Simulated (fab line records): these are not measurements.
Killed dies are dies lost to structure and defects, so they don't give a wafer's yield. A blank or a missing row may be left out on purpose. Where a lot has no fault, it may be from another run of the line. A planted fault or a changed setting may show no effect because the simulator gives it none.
fab line records	flow sky130
record: lots: 11	wafers: 33	last_day: 50
route steps=708 shown DNWELL@44 NWELL@81 SONOS_ONO@177
lots untouched by any fault: they come from a run of this same line in which no faults occurred
start_h: the number of hours between the record's first day and the start of the first shown wafer of the lot	wait_h: how many hours have passed since the lot's step before this one	" same as the row above	L1.1+2: one row covering several wafers at once	- no value, or no start given	* or withheld: withheld	< > ~ a bound
route shown NAME@n: a module of which the file shows steps, and the number in the route of the first	usual: mean/standard deviation of fault-free wafers	same: alike in all rows	chamber/n: place in a boat	sites: per-site readings	_std_site: their standard deviation	_edge_site: outer sites' mean less inner sites'	radius_mm: how far each site lies from the wafer's centre	mask NAME#n: copy n	behind: the last tool/chamber to shape the wafer	hold: why the lot was held/for how many hours/how that ended	device: the n, p or np transistor that did not switch	end of line: tests run on the same wafers once the route is complete	for a step that has no rows: nothing shown but its recipe	killed: not the wafer's yield, but the dies lost to structure and defects at the first sort	map: the dies of a wafer, with x for killed, . for not killed, _ for no die there
set.NAME: the setting the step ran with; set.NAME@STEP: the setting that earlier step ran with	model.NAME: the simulator's own value behind a step, which no gauge read
one table for each step of the route and one row for each wafer, over a sample of lots
services: a tool's chamber out of use, with start hour (start_h, from the record's first day; less than 0 if before it), hours out, and reason
== steps ==
step: SKY_DNWELL_TW_MEAS_09
usual: DNWELL_TW: 1117/16
lot.wafer	tool	chamber	start_h	wait_h	DNWELL_TW
L210.2	film_metro-03	-	64.26	0.1	1133
L210.5	"	-	"	"	1138
L210.6	"	-	"	"	1135
L212.1	film_metro-01	-	76.26	0.1	1099
L212.2	"	-	"	"	1091
L212.4	"	-	"	"	1091
L214.1	film_metro-02	-	83.80	0.1	1104
L214.2	"	-	"	"	1104
L214.5	"	-	"	"	1102
L216.1	film_metro-02	-	94.55	0.1	1090
L216.2	"	-	"	"	1099
L216.4	"	-	"	"	1099
L217.1	film_metro-01	-	106.10	0.1	1109
L217.4	"	-	"	"	1099
L217.6	"	-	"	"	1105
L223.3	film_metro-01	-	139.72	0.1	1112
L223.5	"	-	"	"	1102
L223.6	"	-	"	"	1109
L224.3	film_metro-02	-	140.27	0.1	1107
L224.5	"	-	"	"	1105
L224.6	"	-	"	"	1101
L228.1	film_metro-03	-	162.75	0.1	1144
L228.3	"	-	"	"	1135
L228.6	"	-	"	"	1141
L229.1	film_metro-02	-	167.91	0.1	1103
L229.4	"	-	"	"	1109
L229.5	"	-	"	"	1108
L230.2	film_metro-03	-	171.41	0.1	1132
L230.3	"	-	"	"	1128
L230.6	"	-	"	"	1132
L231.3	film_metro-02	-	175.17	0.1	1109
L231.4	"	-	"	"	1108
L231.6	"	-	"	"	1108
step: SKY_NWELL_RTA_28
recipe: temp_c: 1050	time_s: 30	idle_temp_c: 650	ramp_up_c_per_s: 150	ramp_down_c_per_s: 90	ambient: N2
usual: lamp_power_pct: 25.32/0.056	wafer_temp_C_max: 1054.8/0.83
lot.wafer	tool	chamber	start_h	wait_h	lamp_power_pct	wafer_temp_C_max
L210.2	rtp_anneal-02	0	116.19	0.0	25.40	1053.7
L210.5	"	0	"	"	25.39	1053.6
L210.6	"	0	"	"	25.21	1055.2
L212.1	rtp_anneal-01	0	129.68	0.0	25.33	1055.1
L212.2	"	0	"	"	25.32	1054.1
L212.4	"	0	"	"	25.30	1054.6
L214.1	rtp_anneal-02	0	139.35	0.0	25.47	1054.2
L214.2	"	0	"	"	25.28	1054.0
L214.5	"	0	"	"	25.30	1054.1
L216.1	rtp_anneal-02	0	150.85	0.0	25.31	1054.2
L216.2	"	0	"	"	25.31	1056.3
L216.4	"	0	"	"	25.28	1054.1
L217.1	rtp_anneal-02	0	163.30	0.0	25.31	1055.4
L217.4	"	0	"	"	25.27	1056.0
L217.6	"	0	"	"	25.26	1054.8
L223.3	rtp_anneal-02	0	201.33	0.0	25.28	1056.1
L223.5	"	0	"	"	25.35	1054.1
L223.6	"	0	"	"	25.27	1056.5
L224.3	rtp_anneal-01	0	203.01	0.1	25.34	1054.2
L224.5	"	0	"	"	25.23	1054.1
L224.6	"	0	"	"	25.32	1054.2
L228.1	rtp_anneal-01	0	227.60	0.0	25.41	1054.4
L228.3	"	0	"	"	25.22	1053.9
L228.6	"	0	"	"	25.37	1054.9
L229.1	rtp_anneal-02	0	232.10	0.0	25.32	1054.5
L229.4	"	0	"	"	25.32	1054.8
L229.5	"	0	"	"	25.29	1055.5
L230.2	rtp_anneal-01	0	236.41	0.0	25.42	1055.0
L230.3	"	0	"	"	25.35	1054.0
L230.6	"	0	"	"	25.35	1054.1
L231.3	rtp_anneal-02	0	241.48	0.0	25.33	1055.1
L231.4	"	0	"	"	25.40	1054.3
L231.6	"	0	"	"	25.29	1054.1
step: SKY_SONOS_ONO_SOFTBAKE_09
recipe: temp_c: 90	time_s: 60	resist: NOVOLAK
usual: heater_power_total_W: 56.60/0.05	run_length_s: 89.10/0.15
lot.wafer	tool	chamber	start_h	wait_h	heater_power_total_W	run_length_s
L210.2	litho_track-03	0	282.72	0.1	56.61	88.87
L210.5	"	0	"	"	56.62	89.06
L210.6	"	0	"	"	56.57	88.94
L212.1	litho_track-01	0	298.33	0.1	56.66	89.14
L212.2	"	0	"	"	56.56	89.22
L212.4	"	0	"	"	56.61	89.00
L214.1	litho_track-01	0	314.23	0.1	71.92	57.59
L214.2	"	0	"	"	71.88	57.86
L214.5	"	0	"	"	71.88	57.47
L216.1	litho_track-01	0	326.08	0.1	71.81	57.54
L216.2	"	0	"	"	71.92	57.49
L216.4	"	0	"	"	71.82	57.54
L217.1	litho_track-01	0	344.58	0.1	71.80	57.60
L217.4	"	0	"	"	71.91	57.49
L217.6	"	0	"	"	71.97	57.62
L223.3	litho_track-02	0	397.11	0.1	56.64	89.26
L223.5	"	0	"	"	56.64	89.15
L223.6	"	0	"	"	56.63	89.17
L224.3	litho_track-03	0	397.20	0.1	56.63	88.89
L224.5	"	0	"	"	56.62	88.77
L224.6	"	0	"	"	56.61	89.07
L228.1	litho_track-01	0	431.23	0.1	56.64	88.99
L228.3	"	0	"	"	56.61	89.08
L228.6	"	0	"	"	56.64	89.18
L229.1	litho_track-01	0	438.68	0.1	56.71	89.05
L229.4	"	0	"	"	56.63	89.16
L229.5	"	0	"	"	56.64	89.14
L230.2	litho_track-01	0	445.71	0.1	56.62	89.06
L230.3	"	0	"	"	56.58	89.01
L230.6	"	0	"	"	56.58	89.13
L231.3	litho_track-01	0	448.78	0.1	56.56	89.00
L231.4	"	0	"	"	56.58	89.09
L231.6	"	0	"	"	56.57	89.13
step: SKY_SONOS_ONO_ETCH_15
recipe: target_depth_nm: 19.52	chemistry: CHF3/O2	source_w: 600	bias_w: 200	pressure_mtorr: 40	chf3_flow_sccm: 50	O2_flow_sccm: 5	time_s: 7.8
usual: drypump_motor_current_A: 5.7/0.41	oes_product_au: 1.001/0.012	rf_fwd_power_W: 588/3	throttle_valve_pct: 8.825/0.01
lot.wafer	tool	chamber	start_h	wait_h	drypump_motor_current_A	oes_product_au	rf_fwd_power_W	rf_hours_counter_h	throttle_valve_pct
L210.2	rie_diel-04	1	295.91	0.0	6.5	0.988	589	66	8.835
L210.5	"	2	"	"	5.7	1.002	592	-	8.817
L210.6	"	3	"	"	5.7	1.019	589	-	8.835
L212.1	rie_diel-02	3	311.44	0.0	6.6	0.993	591	94	8.824
L212.2	"	1	"	"	5.1	0.990	589	36	8.797
L212.4	"	2	"	"	5.5	1.000	593	-	8.823
L214.1	rie_diel-01	3	327.40	0.0	5.5	1.001	584	1	8.838
L214.2	"	2	"	"	5.9	0.992	584	58	8.824
L214.5	"	3	"	"	5.6	1.012	583	-	8.820
L216.1	rie_diel-04	3	340.07	0.0	5.7	1.015	591	2	8.833
L216.2	"	1	"	"	6.5	1.009	590	67	8.805
L216.4	"	3	"	"	5.7	1.020	589	-	8.832
L217.1	rie_diel-02	3	358.47	0.0	6.5	0.992	590	94	8.815
L217.4	"	2	"	"	5.5	1.019	585	18	8.820
L217.6	"	1	"	"	5.1	1.010	585	-	8.822
L223.3	rie_diel-04	0	411.67	0.0	5.7	0.990	592	7	8.821
L223.5	"	3	"	"	5.7	1.017	590	-	8.841
L223.6	"	0	"	"	5.7	0.988	591	-	8.843
L224.3	rie_diel-01	2	412.20	0.0	5.9	0.982	587	60	8.828
L224.5	"	3	"	"	5.6	0.999	585	-	8.827
L224.6	"	0	"	"	6.0	0.982	584	-	8.825
L228.1	rie_diel-04	2	446.82	0.0	5.8	0.988	591	2	8.816
L228.3	"	0	"	"	5.7	0.990	593	7	8.819
L228.6	"	3	"	"	5.7	1.017	590	-	8.808
L229.1	rie_diel-01	1	454.49	0.0	5.7	1.010	588	1	8.821
L229.4	"	0	"	"	6.0	0.997	588	12	8.820
L229.5	"	3	"	"	5.5	1.009	584	-	8.812
L230.2	rie_diel-02	0	461.55	0.0	5.0	0.999	588	3	8.828
L230.3	"	3	"	"	6.5	0.994	591	96	8.822
L230.6	"	1	"	"	5.1	0.994	590	-	8.825
L231.3	rie_diel-04	3	465.29	0.0	5.7	1.010	591	4	8.841
L231.4	"	2	"	"	5.7	1.007	590	2	8.812
L231.6	"	1	"	"	6.5	0.997	589	-	8.824
step: SKY_SONOS_ONO_STRIP_17
recipe: chemistry: O2/N2	power_w: 1400	pressure_mtorr: 1500	platen_temp_c: withheld	o2_flow_sccm: 3000	n2_flow_sccm: 300	overash_fraction: 0.5
usual: drypump_motor_current_A: 6.1/0.42	o2_flow_sccm: 3001/10	oes_product_au: 0.711/0.0044	strip_time_to_endpoint_s: 14.10/0.038
lot.wafer	tool	chamber	start_h	wait_h	drypump_motor_current_A	o2_flow_sccm	oes_product_au	rf_hours_counter_h	strip_time_to_endpoint_s
L210.2	plasma_asher-02	1	296.01	0.0	6.2	3004	0.707	48	14.10
L210.5	"	0	"	"	6.3	2987	0.707	-	14.10
L210.6	"	1	"	"	6.2	3003	0.716	-	14.06
L212.1	plasma_asher-02	1	311.55	0.0	6.2	3001	0.706	50	14.10
L212.2	"	0	"	"	6.3	2995	0.713	50	14.13
L212.4	"	1	"	"	6.2	2998	0.713	-	14.14
L214.1	plasma_asher-02	0	327.52	0.0	6.3	2994	0.711	51	14.30
L214.2	"	1	"	"	6.2	3004	0.717	51	14.31
L214.5	"	1	"	"	6.2	3003	0.702	-	14.33
L216.1	plasma_asher-01	1	340.26	0.0	6.2	3004	0.715	66	14.28
L216.2	"	0	"	"	5.5	2994	0.712	66	14.29
L216.4	"	0	"	"	5.5	3009	0.707	-	14.27
L217.1	plasma_asher-03	1	358.58	0.0	6.8	2991	0.711	65	14.37
L217.4	"	1	"	"	6.8	3004	0.705	-	14.36
L217.6	"	0	"	"	5.7	3001	0.717	-	14.33
L223.3	plasma_asher-01	1	411.81	0.0	6.2	2989	0.713	-	14.10
L223.5	"	0	"	"	5.4	2999	0.712	-	14.11
L223.6	"	1	"	"	6.3	2993	0.717	-	14.10
L224.3	plasma_asher-01	0	412.35	0.0	5.5	3012	0.709	-	14.10
L224.5	"	1	"	"	6.2	3014	0.707	-	14.11
L224.6	"	0	"	"	5.5	3003	0.710	-	14.08
L228.1	plasma_asher-01	1	446.93	0.0	6.3	3007	0.700	76	14.05
L228.3	"	0	"	"	5.4	2996	0.719	-	14.09
L228.6	"	1	"	"	6.3	3004	0.707	-	14.09
L229.1	plasma_asher-03	1	454.59	0.0	6.8	3009	0.708	3	14.08
L229.4	"	0	"	"	5.8	2997	0.711	-	14.12
L229.5	"	1	"	"	6.8	3003	0.714	-	14.08
L230.2	plasma_asher-03	0	461.67	0.0	5.7	2994	0.718	4	14.10
L230.3	"	0	"	"	5.7	2995	0.717	-	14.14
L230.6	"	1	"	"	6.8	2997	0.713	-	14.06
L231.3	plasma_asher-03	1	465.43	0.0	6.8	2990	0.717	-	14.04
L231.4	"	0	"	"	5.8	3007	0.716	-	14.11
L231.6	"	1	"	"	6.8	2984	0.710	-	14.10
== services ==
tool	chamber	start_h	hours	kind
rie_diel-02	-	105.39	0.7	repair
plasma_asher-01	-	169.70	1.8	repair
rie_diel-04	0	201.83	1.6	repair
rie_diel-04	2	207.92	6.0	repair
rtp_anneal-02	-	212.42	2.4	pm
plasma_asher-03	-	226.55	4.0	repair
plasma_asher-03	-	245.89	2.5	repair
rie_diel-04	1	248.39	3.9	repair
plasma_asher-01	-	261.90	2.4	repair
rie_diel-04	3	262.08	5.5	repair
plasma_asher-03	-	269.32	1.4	repair
rie_diel-04	1	276.82	18.4	repair
plasma_asher-03	-	314.18	2.8	pm
rie_diel-04	-	319.53	2.8	pm
rie_diel-04	2	323.63	16.6	repair
rie_diel-04	1	325.44	4.7	repair
rie_diel-04	1	333.34	1.4	repair
rie_diel-04	3	345.24	5.5	repair
plasma_asher-03	-	386.08	3.9	repair
rie_diel-04	2	394.00	3.2	repair
rie_diel-04	1	396.01	8.5	repair
plasma_asher-01	-	414.34	14.6	pm
plasma_asher-03	-	421.25	9.0	pm
plasma_asher-01	-	453.33	28.1	pm
== key ==
first_sign: step: SKY_SONOS_ONO_SOFTBAKE_09	reading: heater_power_total_W	direction: up	sigmas: 99+	usual: *	struck: *
effect: step: SKY_SONOS_ONO_SOFTBAKE_09	reading: run_length_s	direction: down	sigmas: 99+	usual: *	struck: *
effect: step: SKY_SONOS_ONO_STRIP_17	reading: strip_time_to_endpoint_s	direction: up	sigmas: 5.7	usual: *	struck: *	through: *
met_at SKY_SONOS_ONO_SOFTBAKE_09
struck_lots L214,L216,L217
tester_left_out L214,L216,L217
loop_trim: step: SKY_SONOS_ONO_EXPOSE_10	setting: dose	lots: L217
not_acting_at SKY_DNWELL_TW_MEAS_09,SKY_NWELL_RTA_28,SKY_SONOS_ONO_ETCH_15
onset_between 298.33 314.23
fault: kind: process_parameter_drift	tool: litho_track-01	chamber: -	onset_h: 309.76	steps: SKY_SONOS_ONO_SOFTBAKE_09	channel: time_s	offset: *	shape: step	end_h: 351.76	acts_in: *	stated: *
tester_left_out: of these lots the tester's yield and bins aren't shown, on N5 and GAA mostly nor the transistor test; their killed dies are dies lost to structure and defects alone, not to doping, threshold or leakage, so they don't give the yield
loop_trim: a control loop set the setting to another value than it would have without faults
